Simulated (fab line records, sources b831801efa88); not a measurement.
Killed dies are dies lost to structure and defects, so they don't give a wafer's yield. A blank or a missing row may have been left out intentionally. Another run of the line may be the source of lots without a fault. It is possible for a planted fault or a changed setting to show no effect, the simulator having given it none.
fab line records    flow sky130
record: lots: 13  wafers: 37  last_day: 51
route steps=708 shown DNWELL@37 NWELL@68 VT_ADJUST_HVTP@93 SONOS_ONO@182
lots with no fault: from the same line, run without faults
start_h: the number of hours between the record's first day and the start of the first shown wafer of the lot    wait_h: hours from the lot's prior step to this one    " repeats the value in the row above    L1.1+2: a single row standing in for several wafers    - either no value or no given start    * or withheld: withheld    < > ~ a bound
route shown NAME@n: NAME is a module with steps in the file, n the number in the route of the first one    usual: mean and standard deviation over wafers with no fault    same: alike in all rows    chamber/n: place in a boat    sites: the reading at each site    _std_site: the standard deviation of these    _edge_site: the outer-site mean with the inner-site mean subtracted    radius_mm: how far each site lies from the wafer's centre    mask NAME#n: copy n    behind: the last tool/chamber to shape the wafer    hold: why the lot was held/for how many hours/how that ended    device: whichever transistor did not switch (one of n, p or np)    end of line: tests run on the same wafers once the route is complete    where a step has no rows: the recipe by itself    killed: not the wafer's yield, but the dies lost to structure and defects at the first sort    map: per-die view of a wafer (x killed, . not killed, _ where there is no die)
set.NAME: the run value of the setting; set.NAME@STEP: its run value at that earlier step    model.NAME: the simulator's own value behind a step, which no gauge read
route steps across a sampled set of lots; one table per step, one row per wafer
services: a tool's chamber out of use, with start hour (start_h, from the record's first day; less than 0 if before it), hours out, and reason
== steps ==
step: SKY_DNWELL_COAT_02
recipe: spin_rpm: 2000  resist_thk_nm: 3000
usual: spin_speed_rpm: 1999.9/1.5
lot.wafer  tool            chamber  start_h  wait_h  spin_speed_rpm
L314.2     litho_track-02  0        49.79    0.1     1998.6
L314.3     "               0        "        "       1999.4
L314.4     "               0        "        "       2000.9
L315.1     litho_track-01  0        52.43    0.1     2001.0
L315.4     "               0        "        "       1999.1
L315.6     "               0        "        "       1999.1
L316.1     litho_track-02  0        60.27    0.1     2000.1
L316.3     "               0        "        "       2000.7
L316.5     "               0        "        "       2002.5
L322.1     litho_track-03  0        88.14    0.1     1999.3
L322.3     "               0        "        "       2002.5
L324.2     litho_track-03  0        99.47    0.1     2001.6
L324.3     "               0        "        "       2002.1
L326.1     litho_track-03  0        112.14   0.1     1999.3
L326.2     "               0        "        "       1998.3
L326.4     "               0        "        "       1997.8
L327.1     litho_track-01  0        120.18   0.1     2000.3
L327.2     "               0        "        "       1999.4
L327.3     "               0        "        "       2002.5
L329.3     litho_track-01  0        126.93   0.1     2000.8
L329.4     "               0        "        "       1997.9
L329.5     "               0        "        "       1998.9
L330.2     litho_track-02  0        131.54   0.1     1999.9
L330.3     "               0        "        "       1999.8
L330.4     "               0        "        "       2000.8
L331.3     litho_track-02  0        139.22   0.1     1998.6
L331.5     "               0        "        "       2000.1
L331.6     "               0        "        "       1998.7
L333.4     litho_track-01  0        150.35   0.1     2000.4
L333.5     "               0        "        "       2000.1
L333.6     "               0        "        "       1998.7
L334.3     litho_track-01  0        157.33   0.1     1997.8
L334.4     "               0        "        "       1999.4
L334.5     "               0        "        "       1999.0
L337.3     litho_track-03  0        166.14   0.1     2001.2
L337.4     "               0        "        "       2002.7
L337.6     "               0        "        "       2001.8
step: SKY_DNWELL_STRIP_08
recipe: chemistry: O2/N2  power_w: 1400  pressure_mtorr: 1500  platen_temp_c: withheld  o2_flow_sccm: 3000  n2_flow_sccm: 300  overash_fraction: 0.5
usual: drypump_motor_current_A: 5.9/0.47  oes_product_au: 0.722/0.0044  strip_time_to_endpoint_s: 36.91/0.09
lot.wafer  tool             chamber  start_h  wait_h  drypump_motor_current_A  oes_product_au  rf_hours_counter_h  strip_time_to_endpoint_s
L314.2     plasma_asher-04  1        58.84    0.1     6.1                      0.723           35                  36.91
L314.3     "                0        "        "       6.4                      0.724           -                   36.92
L314.4     "                1        "        "       6.1                      0.721           -                   36.97
L315.1     plasma_asher-04  1        61.42    0.1     6.0                      0.727           35                  36.97
L315.4     "                1        "        "       6.1                      0.725           -                   36.82
L315.6     "                1        "        "       6.1                      0.719           -                   37.01
L316.1     plasma_asher-04  1        68.88    0.1     6.0                      0.721           36                  36.96
L316.3     "                0        "        "       6.4                      0.720           -                   36.86
L316.5     "                1        "        "       6.1                      0.716           -                   36.85
L322.1     plasma_asher-01  1        97.94    0.1     5.8                      0.722           43                  36.86
L322.3     "                1        "        "       5.9                      0.730           -                   36.18
L324.2     plasma_asher-04  1        108.43   0.1     6.1                      0.716           39                  36.06
L324.3     "                0        "        "       6.4                      0.726           -                   36.04
L326.1     plasma_asher-03  0        122.28   0.1     5.4                      0.720           38                  36.83
L326.2     "                1        "        "       6.2                      0.725           38                  36.16
L326.4     "                0        "        "       5.3                      0.722           -                   36.82
L327.1     plasma_asher-01  0        130.12   0.1     5.0                      0.722           1                   36.94
L327.2     "                1        "        "       5.8                      0.715           1                   36.92
L327.3     "                0        "        "       5.0                      0.720           -                   36.90
L329.3     plasma_asher-01  1        137.20   0.1     5.8                      0.721           -                   36.83
L329.4     "                0        "        "       5.0                      0.725           -                   36.91
L329.5     "                0        "        "       5.0                      0.713           -                   36.88
L330.2     plasma_asher-03  1        141.92   0.1     6.1                      0.725           40                  36.90
L330.3     "                1        "        "       6.2                      0.728           -                   36.86
L330.4     "                0        "        "       5.4                      0.726           -                   36.95
L331.3     plasma_asher-01  0        148.91   0.1     5.0                      0.726           -                   36.99
L331.5     "                1        "        "       5.8                      0.717           -                   36.84
L331.6     "                0        "        "       5.0                      0.726           -                   36.91
L333.4     plasma_asher-04  1        161.28   0.1     6.1                      0.718           -                   36.95
L333.5     "                1        "        "       6.1                      0.721           -                   36.94
L333.6     "                0        "        "       6.4                      0.721           -                   36.96
L334.3     plasma_asher-03  0        169.05   0.1     5.4                      0.723           -                   37.03
L334.4     "                1        "        "       6.1                      0.727           -                   36.90
L334.5     "                1        "        "       6.2                      0.722           -                   37.05
L337.3     plasma_asher-04  0        177.30   0.1     6.4                      0.721           -                   37.03
L337.4     "                1        "        "       6.1                      0.718           -                   36.97
L337.6     "                0        "        "       6.4                      0.728           -                   37.04
step: SKY_NWELL_TW_MEAS_15
usual: NWELL_TW: 1828/12
lot.wafer  tool           chamber  start_h  wait_h  NWELL_TW
L314.2     film_metro-02  -        91.97    0.1     1841
L314.3     "              -        "        "       1851
L314.4     "              -        "        "       1838
L315.1     film_metro-02  -        96.78    0.1     1848
L315.4     "              -        "        "       1842
L315.6     "              -        "        "       1858
L316.1     film_metro-02  -        105.56   0.1     1842
L316.3     "              -        "        "       1844
L316.5     "              -        "        "       1849
L322.1     film_metro-03  -        136.68   0.1     1831
L322.3     "              -        "        "       1833
L324.2     film_metro-03  -        147.84   0.1     1820
L324.3     "              -        "        "       1812
L326.1     film_metro-02  -        162.66   0.1     1831
L326.2     "              -        "        "       1834
L326.4     "              -        "        "       1827
L327.1     film_metro-03  -        171.56   0.1     1830
L327.2     "              -        "        "       1818
L327.3     "              -        "        "       1815
L329.3     film_metro-03  -        178.18   0.1     1837
L329.4     "              -        "        "       1827
L329.5     "              -        "        "       1835
L330.2     film_metro-03  -        185.19   0.1     1844
L330.3     "              -        "        "       1847
L330.4     "              -        "        "       1831
L331.3     film_metro-03  -        192.95   0.1     1816
L331.5     "              -        "        "       1813
L331.6     "              -        "        "       1821
L333.4     film_metro-03  -        206.51   0.1     1828
L333.5     "              -        "        "       1814
L333.6     "              -        "        "       1822
L334.3     film_metro-02  -        213.13   0.1     1829
L334.4     "              -        "        "       1820
L334.5     "              -        "        "       1827
L337.3     film_metro-03  -        222.20   0.1     1833
L337.4     "              -        "        "       1827
L337.6     "              -        "        "       1830
step: SKY_VT_ADJUST_HVTP_OVL_MEAS_08
usual: VT_ADJUST_HVTP_OVL: -0.8/1.3
lot.wafer  tool        chamber  start_h  wait_h  VT_ADJUST_HVTP_OVL[nm]
L314.2     overlay-01  -        130.39   0.1     0.0
L314.3     "           -        "        "       -1.0
L314.4     "           -        "        "       -0.3
L315.1     overlay-02  -        135.04   0.1     0.0
L315.4     "           -        "        "       1.2
L315.6     "           -        "        "       -0.5
L316.1     overlay-01  -        144.67   0.1     -4.3
L316.3     "           -        "        "       -4.9
L316.5     "           -        "        "       -3.2
L322.1     overlay-02  -        178.80   0.1     -2.2
L322.3     "           -        "        "       -1.8
L324.2     overlay-01  -        191.17   0.1     -0.7
L324.3     "           -        "        "       -1.1
L326.1     overlay-02  -        207.74   0.1     -0.1
L326.2     "           -        "        "       -0.5
L326.4     "           -        "        "       -0.9
L327.1     overlay-02  -        216.59   0.1     0.0
L327.2     "           -        "        "       -1.2
L327.3     "           -        "        "       -0.4
L329.3     overlay-01  -        222.73   0.1     0.5
L329.4     "           -        "        "       0.5
L329.5     "           -        "        "       0.9
L330.2     overlay-01  -        229.85   0.1     -1.8
L330.3     "           -        "        "       -0.6
L330.4     "           -        "        "       -2.0
L331.3     overlay-02  -        238.10   0.1     0.0
L331.5     "           -        "        "       0.9
L331.6     "           -        "        "       1.7
L333.4     overlay-01  -        253.75   0.1     -0.2
L333.5     "           -        "        "       -1.2
L333.6     "           -        "        "       0.9
L334.3     overlay-01  -        260.65   0.1     1.3
L334.4     "           -        "        "       1.2
L334.5     "           -        "        "       0.6
L337.3     overlay-02  -        269.23   0.1     -1.9
L337.4     "           -        "        "       -0.5
L337.6     "           -        "        "       -1.0
step: SKY_SONOS_ONO_OVL_MEAS_14
usual: SONOS_ONO_OVL: 0.1/1.1
lot.wafer  tool        chamber  start_h  wait_h  SONOS_ONO_OVL[nm]
L314.2     overlay-02  -        294.27   0.1     -0.8
L314.3     "           -        "        "       -2.5
L314.4     "           -        "        "       -0.4
L315.1     overlay-02  -        308.94   0.1     -1.1
L315.4     "           -        "        "       -0.4
L315.6     "           -        "        "       -2.0
L316.1     overlay-02  -        320.61   0.1     -0.8
L316.3     "           -        "        "       -0.2
L316.5     "           -        "        "       -1.3
L322.1     overlay-02  -        355.71   0.1     -1.0
L322.3     "           -        "        "       -0.7
L324.2     overlay-01  -        371.42   0.1     0.0
L324.3     "           -        "        "       -1.6
L326.1     overlay-01  -        392.26   0.1     -1.3
L326.2     "           -        "        "       -0.7
L326.4     "           -        "        "       0.4
L327.1     overlay-02  -        402.11   0.1     0.8
L327.2     "           -        "        "       0.2
L327.3     "           -        "        "       -1.2
L329.3     overlay-01  -        412.57   0.1     1.8
L329.4     "           -        "        "       0.7
L329.5     "           -        "        "       0.6
L330.2     overlay-02  -        421.89   0.1     0.1
L330.3     "           -        "        "       -0.7
L330.4     "           -        "        "       -0.3
L331.3     overlay-01  -        433.63   0.1     -0.6
L331.5     "           -        "        "       -1.0
L331.6     "           -        "        "       -0.2
L333.4     overlay-02  -        454.78   0.1     1.1
L333.5     "           -        "        "       -0.6
L333.6     "           -        "        "       0.5
L334.3     overlay-02  -        462.23   0.1     -1.1
L334.4     "           -        "        "       -0.4
L334.5     "           -        "        "       1.1
L337.3     overlay-01  -        473.22   0.1     -1.3
L337.4     "           -        "        "       1.3
L337.6     "           -        "        "       -0.9
== services ==
tool             chamber  start_h  hours  kind
plasma_asher-03  -        69.10    0.9    repair
plasma_asher-01  -        108.75   9.0    pm
plasma_asher-01  0        108.75   9.0    vent_cycle
plasma_asher-01  1        108.75   9.0    vent_cycle
plasma_asher-01  0        117.75   -      clean
plasma_asher-01  1        117.75   -      clean
== key ==
first_sign: step: SKY_DNWELL_STRIP_08  reading: strip_time_to_endpoint_s  direction: down  sigmas: 8.9  usual: *  struck: *
effect none on later readings
met_at SKY_DNWELL_COAT_02
struck_lots L322,L324,L326
struck_wafers L322.3,L324.2,L324.3,L326.2
tester_left_out L322,L324,L326
not_acting_at SKY_NWELL_TW_MEAS_15,SKY_VT_ADJUST_HVTP_OVL_MEAS_08,SKY_SONOS_ONO_OVL_MEAS_14
fault: kind: process_parameter_drift  tool: litho_track-03  chamber: -  onset_h: 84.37  steps: SKY_DNWELL_COAT_02  channel: resist_thk_nm  offset: -60.923  shape: step  end_h: 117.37  scope: struck_wafers_only  acts_in: these_recipes_only  stated: 3000
tester_left_out: of these lots the tester's yield and bins aren't shown, on N5 and GAA mostly nor the transistor test; their killed dies are dies lost to structure and defects alone, not to doping, threshold or leakage, so they don't give the yield
